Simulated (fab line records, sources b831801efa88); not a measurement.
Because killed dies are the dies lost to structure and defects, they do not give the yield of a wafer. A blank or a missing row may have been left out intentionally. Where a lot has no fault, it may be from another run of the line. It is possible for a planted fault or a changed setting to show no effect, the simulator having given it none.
Problem report, 8D (eight disciplines) form, completed by code    flow sky130    the parts of the form that need people (team, actions taken, sign-off) are left out

## 1. THE PROBLEM
Wafers free of any fault read 0.285 ohm/sq (standard deviation 0.004) for LI_CONTACT_W_RS at SKY_LI_CONTACT_RS_MEAS_22, against a mean of 0.318 ohm/sq on 2 wafers of 2 lots. That puts it +8.1 standard deviations away from the usual mean.
The step: measures by four-point-probe.
The first sign was on wafer L211.6 at day 32 00:29, on film_metro-01. The record holds 33 wafers of 11 lots with a number at this step. Rule for "out" (also "out of limits"): further than 4 standard deviations from the usual mean. The rest of the wafers with a number are treated as sound.

## 2. WHAT IT IS AND WHAT IT IS NOT
question                     is                            is not
which readings at this step  LI_CONTACT_W_RS               -
which lots                   L211, L214                    L202, L213, L215, L219, L220, L221, L222, L223, L225
which wafers of those lots   L211.6, L214.1                L211.1, L211.5, L214.2, L214.6
read on which gauges         film_metro-01, film_metro-04  film_metro-02
when                         from day 32 00:29             up to then (5 sound wafers); but 26 sound wafers of L213, L214, L215, L219, L220, L221, L222, L223, L225 came after

## 3. SUSPECTS, AND WHAT RULES EACH OUT
Counting: if a tool at a process step up to the reading ran every lot that is out, it stays a suspect. Sound lots after the first of them don't rule it out here, since some wafers of a struck lot are sound.
- the gauge at SKY_LI_CONTACT_RS_MEAS_22 has been ruled out. 2 gauges (film_metro-01, film_metro-04) read the wafers that are out.
- cvd_w-02 at SKY_LI_CONTACT_CVD_21 (deposits W, target thk 400 nm, time 120.56 s): kept. It ran every lot that is out, first L211 (day 32 00:22). On those wafers its own readings are out: susceptor_temp_C.
- Within cvd_w-02 at SKY_LI_CONTACT_CVD_21, the wafers that are out were processed in chamber 0 and their sound lot-mates in chamber 1.
Left after counting: cvd_w-02 at SKY_LI_CONTACT_CVD_21.

## 4. THE CAUSE (what the simulator had put in)
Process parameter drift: cvd_w-02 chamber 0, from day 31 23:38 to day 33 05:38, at SKY_LI_CONTACT_CVD_21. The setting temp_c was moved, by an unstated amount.
This tool alone remained once counting was done.

## 5. THE EFFECT CHAIN, in route order
Each row: a reading where the mean over the struck wafers with a number is more than 3 standard deviations away from the usual. Readings are gone through only where the record gives a usual standard deviation; hours: the median, over the lots, of the time from a lot's start at the first step in this table giving one to that lot's start at this step; sigmas: the change measured in usual standard deviations.
hours  step                        reading           usual         on struck wafers  change  sigmas
0      SKY_LI_CONTACT_CVD_21       susceptor_temp_C  399.98 C      394.65            -5.33   -21
0      SKY_LI_CONTACT_RS_MEAS_22   LI_CONTACT_W_RS   0.285 ohm/sq  0.318             +0.033  +8.1
0      SKY_LI_CONTACT_THK_MEAS_23  LI_CONTACT_W_THK  395 nm        350               -45     -6.2
Here are the process steps it includes:
- SKY_LI_CONTACT_CVD_21: deposits W, target thk 400 nm, time 120.56 s.

## 6. WHAT WOULD HAVE CAUGHT IT SOONER
In this record the first reading out of limits at a measuring or inspecting step was taken at day 32 00:29, 1 hour after the fault began at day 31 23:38.
The tool's own readings at SKY_LI_CONTACT_CVD_21 were out on every struck wafer that the step has a row for (susceptor_temp_C): an alarm limit on them would have fired on the first of those.
Of the lots that are out (2), L214 began SKY_LI_CONTACT_CVD_21 on cvd_w-02 after day 32 00:29. Had the tool been put on hold then, it would have been spared.
